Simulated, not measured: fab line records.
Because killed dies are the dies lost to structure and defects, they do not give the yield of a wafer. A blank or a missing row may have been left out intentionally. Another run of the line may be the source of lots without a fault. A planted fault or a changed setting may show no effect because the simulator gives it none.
Which tool did it?	flow gf180mcu	Sampling: 24 lots, 72 wafers, 5 of 602 route steps

WHAT THE GAUGES SHOWED, per wafer
GF_V2_OVL_MEAS_15.
lot	measured	on	V2_OVL (nm)
L074	day 20 17:29	overlay-01	10 15 12
L075	day 20 21:07	overlay-02	-6 -9 -8
L076	day 21 14:44	overlay-01	4 5 5
L077	day 21 17:49	overlay-02	-1 1 -5
L078	day 21 21:17	overlay-01	-6 -7 -6
L079	day 22 17:53	overlay-02	-5 4 8
L081	day 22 19:56	overlay-01	3 2 1
L080	day 22 22:04	overlay-01	-5 -3 -1
L082	day 23 17:59	overlay-01	-3 -9 -5
L083	day 23 18:55	overlay-02	-1 -2 1
L084	day 24 00:10	overlay-01	11 3 -1
L085	day 24 03:48	overlay-01	-3 -4 2
L086	day 24 23:23	overlay-01	-5 -11 -3
L087	day 25 14:38	overlay-02	3 -3 2
L088	day 25 14:44	overlay-01	-13 -1 -12
L090	day 25 20:38	overlay-01	-4 0 2
L089	day 25 22:14	overlay-02	1 11 7
L091	day 26 10:02	overlay-02	-5 -3 -1
L092	day 26 16:10	overlay-02	-3 -8 -1
L093	day 26 16:11	overlay-01	1 -1 3
L094	day 27 11:19	overlay-02	0 5 4
L095	day 27 12:56	overlay-01	4 -7 -4
L096	day 27 15:02	overlay-02	2 2 1
L097	day 28 07:29	overlay-01	8 8 9

GF_V4_OVL_MEAS_15.
lot	measured	on	V4_OVL (nm)
L074	day 24 20:08	overlay-02	-2 -5 -5
L075	day 24 23:38	overlay-02	-10 -12 -10
L076	day 25 14:01	overlay-01	-4 -1 3
L077	day 25 16:36	overlay-02	-3 6 0
L078	day 25 21:53	overlay-01	-2 1 12
L079	day 26 14:52	overlay-01	6 9 9
L081	day 26 18:14	overlay-01	0 3 4
L080	day 26 18:34	overlay-01	5 10 2
L082	day 27 13:20	overlay-01	-6 0 -1
L083	day 27 14:10	overlay-01	7 -4 0
L084	day 27 19:52	overlay-02	-5 0 -9
L085	day 27 20:53	overlay-01	-2 -2 -6
L086	day 28 16:50	overlay-02	3 2 3
L087	day 29 06:43	overlay-01	1 2 4
L088	day 29 05:50	overlay-01	6 6 -2
L090	day 29 11:35	overlay-01	13 6 3
L089	day 29 14:08	overlay-02	-3 7 10
L091	day 29 22:55	overlay-02	-3 -6 1
L092	day 30 05:25	overlay-02	2 0 -7
L093	day 30 05:44	overlay-02	3 6 3
L094	day 30 21:49	overlay-01	3 5 4
L095	day 31 00:00	overlay-01	5 0 5
L096	day 31 03:32	overlay-02	6 7 9
L097	day 31 15:23	overlay-01	5 -3 1

GF_MIM_THK_MEAS_11: measures by xrf.
lot	measured	on	MIM_ALCU_THK (nm)
L074	day 24 22:04	film-metro-03	205.8 207.1 205.8
L075	day 25 01:34	film-metro-03	207.2 207.7 208.5
L076	day 25 15:59	film-metro-01	204.1 203.5 208.1
L077	day 25 18:32	film-metro-01	207.3 208.1 209.7
L078	day 25 23:50	film-metro-01	205.1 204.3 206.2
L079	day 26 16:50	film-metro-03	207.1 210.2 206.1
L081	day 26 20:10	film-metro-03	210.8 211.9 212.5
L080	day 26 20:34	film-metro-03	208.5 210.0 207.1
L082	day 27 15:19	film-metro-03	206.0 205.9 206.6
L083	day 27 16:10	film-metro-01	208.3 209.5 210.0
L084	day 27 21:48	film-metro-03	209.1 209.2 208.5
L085	day 27 22:51	film-metro-03	207.1 209.2 207.8
L086	day 28 18:59	film-metro-01	208.6 207.2 209.6
L087	day 29 08:43	film-metro-02	208.4 205.1 204.5
L088	day 29 07:48	film-metro-01	206.6 203.3 208.1
L090	day 29 13:31	film-metro-02	208.2 211.6 211.7
L089	day 29 16:05	film-metro-02	209.7 212.3 210.0
L091	day 30 00:50	film-metro-01	209.3 208.4 207.2
L092	day 30 07:22	film-metro-01	201.5 202.5 202.4
L093	day 30 07:44	film-metro-02	204.8 204.5 207.9
L094	day 30 23:49	film-metro-02	209.6 208.9 208.8
L095	day 31 01:58	film-metro-01	206.3 206.7 206.8
L096	day 31 05:30	film-metro-01	206.5 204.5 205.7
L097	day 31 17:20	film-metro-03	206.2 207.6 208.2

TOOL THAT RAN EACH LOT (tool first, then ch and the chambers of the sampled wafers, then the start)
lot	GF_V2_SPUTTER_22	GF_M3_SPUTTER_00
L074	pvd-sputter-04, day 20 18:40	pvd-sputter-02, day 20 19:18
L075	pvd-sputter-01, day 20 22:13	pvd-sputter-02, day 20 22:51
L076	pvd-sputter-03, day 21 15:30	pvd-sputter-03, day 21 16:08
L077	pvd-sputter-03, day 21 18:37	pvd-sputter-01, day 21 19:14
L078	pvd-sputter-03, day 21 22:02	pvd-sputter-03, day 21 22:40
L079	pvd-sputter-04, day 22 18:41	pvd-sputter-03, day 22 19:19
L081	pvd-sputter-01, day 22 20:41	pvd-sputter-03, day 22 21:19
L080	pvd-sputter-01, day 22 22:52	pvd-sputter-02, day 22 23:29
L082	pvd-sputter-04, day 23 18:45	pvd-sputter-01, day 23 19:35
L083	pvd-sputter-04, day 23 19:43	pvd-sputter-01, day 23 20:31
L084	pvd-sputter-03, day 24 00:59	pvd-sputter-01, day 24 01:46
L085	pvd-sputter-04, day 24 04:35	pvd-sputter-03, day 24 05:13
L086	pvd-sputter-03, day 25 00:37	pvd-sputter-03, day 25 01:15
L087	pvd-sputter-03, day 25 15:31	pvd-sputter-02, day 25 16:11
L088	pvd-sputter-01, day 25 15:31	pvd-sputter-03, day 25 16:08
L090	pvd-sputter-01, day 25 21:23	pvd-sputter-02, day 25 22:02
L089	pvd-sputter-04, day 25 22:59	pvd-sputter-02, day 25 23:38
L091	pvd-sputter-03, day 26 10:49	pvd-sputter-01, day 26 11:28
L092	pvd-sputter-04, day 26 16:56	pvd-sputter-01, day 26 17:34
L093	pvd-sputter-03, day 26 16:59	pvd-sputter-02, day 26 17:40
L094	pvd-sputter-03, day 27 12:05	pvd-sputter-02, day 27 12:43
L095	pvd-sputter-04, day 27 13:41	pvd-sputter-01, day 27 14:19
L096	pvd-sputter-04, day 27 15:52	pvd-sputter-02, day 27 16:45
L097	pvd-sputter-01, day 28 08:14	pvd-sputter-03, day 28 08:58
- GF_V2_SPUTTER_22: material TiN, target thk 10 nm, time 40 s.
- GF_M3_SPUTTER_00: material Ti, target thk 37.5 nm, time 150 s.

WHAT THE TOOLS THEMSELVES READ (means of the sampled wafers that have a number; where no wafer has one, the mark that the record gives instead)
GF_V2_SPUTTER_22.
lot	tool	throttle-valve-pct (%)
L074	pvd-sputter-04	30.2
L075	pvd-sputter-01	29.9
L076	pvd-sputter-03	30.6
L077	pvd-sputter-03	30.7
L078	pvd-sputter-03	30.3
L079	pvd-sputter-04	30.5
L081	pvd-sputter-01	27.7
L080	pvd-sputter-01	29.3
L082	pvd-sputter-04	29.8
L083	pvd-sputter-04	31.2
L084	pvd-sputter-03	30.0
L085	pvd-sputter-04	30.6
L086	pvd-sputter-03	30.7
L087	pvd-sputter-03	30.3
L088	pvd-sputter-01	30.4
L090	pvd-sputter-01	30.0
L089	pvd-sputter-04	31.2
L091	pvd-sputter-03	30.4
L092	pvd-sputter-04	30.6
L093	pvd-sputter-03	30.2
L094	pvd-sputter-03	29.3
L095	pvd-sputter-04	31.0
L096	pvd-sputter-04	30.8
L097	pvd-sputter-01	29.2

GF_M3_SPUTTER_00.
lot	tool	throttle-valve-pct (%)
L074	pvd-sputter-02	30.7
L075	pvd-sputter-02	30.4
L076	pvd-sputter-03	29.6
L077	pvd-sputter-01	29.5
L078	pvd-sputter-03	29.5
L079	pvd-sputter-03	30.5
L081	pvd-sputter-03	30.3
L080	pvd-sputter-02	30.5
L082	pvd-sputter-01	30.2
L083	pvd-sputter-01	27.4
L084	pvd-sputter-01	30.3
L085	pvd-sputter-03	30.2
L086	pvd-sputter-03	31.5
L087	pvd-sputter-02	30.8
L088	pvd-sputter-03	30.1
L090	pvd-sputter-02	29.9
L089	pvd-sputter-02	30.0
L091	pvd-sputter-01	29.9
L092	pvd-sputter-01	28.2
L093	pvd-sputter-02	30.8
L094	pvd-sputter-02	30.7
L095	pvd-sputter-01	29.3
L096	pvd-sputter-02	29.7
L097	pvd-sputter-03	30.4

THE ANSWER, worked out from the rows above alone
Rule: the lots themselves supply what counts as usual. Put in order of their means at a reading, lots are off if they are a third of the lots or fewer, leave a main group of 4 or more, and stand apart from it by a gap of 3 or more times the standard deviation of the main group's means; of several such gaps the widest counts. A main group is skipped when, at the precision printed for the reading in the tables above, its means are all equal. A lot without any number at a reading at which 4 lots or more have one is off too. All remaining lots with rows at the step are treated as sound. Order of review: gauges by route order, followed by the tools' own readings, for which a lot's mean as printed above is used. The first step at which some lot is off is used, and at that step the reading that is off furthest; a lot without a number counts as furthest.
Across all readings shown, no lot is off: no conclusion can be drawn from this.

WHAT WAS PUT IN BY THE SIMULATOR
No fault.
